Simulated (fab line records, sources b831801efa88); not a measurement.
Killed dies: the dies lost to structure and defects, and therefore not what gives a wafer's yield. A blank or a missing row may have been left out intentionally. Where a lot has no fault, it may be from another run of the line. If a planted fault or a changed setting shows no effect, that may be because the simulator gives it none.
Which tool did it? | flow gf180mcu | 12 lots, 36 wafers sampled, at 1 step of a route of 602

WHAT THE GAUGES READ, wafer by wafer
GF_VT_IMPLANT_RS_MEAS_48: measures by four-point-probe.
lot  | measured     | on            | LVPWELL_RS (ohm/sq)
L075 | day 8 01:17  | film metro-02 | 1200.4 1200.5 1202.7
L077 | day 8 05:55  | film metro-01 | 1194.6 1191.3 1196.2
L080 | day 9 05:38  | film metro-01 | 1195.1 1194.1 1193.3
L081 | day 9 12:16  | film metro-01 | 1196.7 1195.4 1194.3
L083 | day 10 05:20 | film metro-02 | 1192.4 1194.4 1193.6
L085 | day 10 16:04 | film metro-04 | 1192.3 1193.1 1195.3
L087 | day 11 04:20 | film metro-01 | 1194.8 1193.1 1194.6
L089 | day 11 17:37 | film metro-01 | 1197.3 1200.6 1198.1
L091 | day 12 06:56 | film metro-02 | 1197.9 1197.2 1196.9
L093 | day 12 20:25 | film metro-02 | 1193.9 1191.7 1190.0
L095 | day 13 11:15 | film metro-02 | 1195.8 1195.9 1196.3
L097 | day 14 01:09 | film metro-04 | 1196.4 1194.7 1197.0

TOOL THAT RAN EACH LOT (tool first, then ch and the chambers of the sampled wafers, then the start)
The record shows no process step preceding these readings.

THE ANSWER, worked out from the rows above alone
Rule: usual is defined by the lots themselves. The widest of any qualifying gaps counts: lots, ordered by their means at a reading, are off when they make up no more than a third of the lots, leave a main group of 4 or more, and stand apart from it by 3 or more times the standard deviation of that group's means. A main group is skipped when, at the precision printed for the reading in the tables above, its means are all equal. A lot without any number at a reading at which 4 lots or more have one is off too. The other lots that the step has rows for count as sound.
Across all readings shown, no lot is off: no conclusion can be drawn from this.

WHAT THE SIMULATOR HAD PUT IN
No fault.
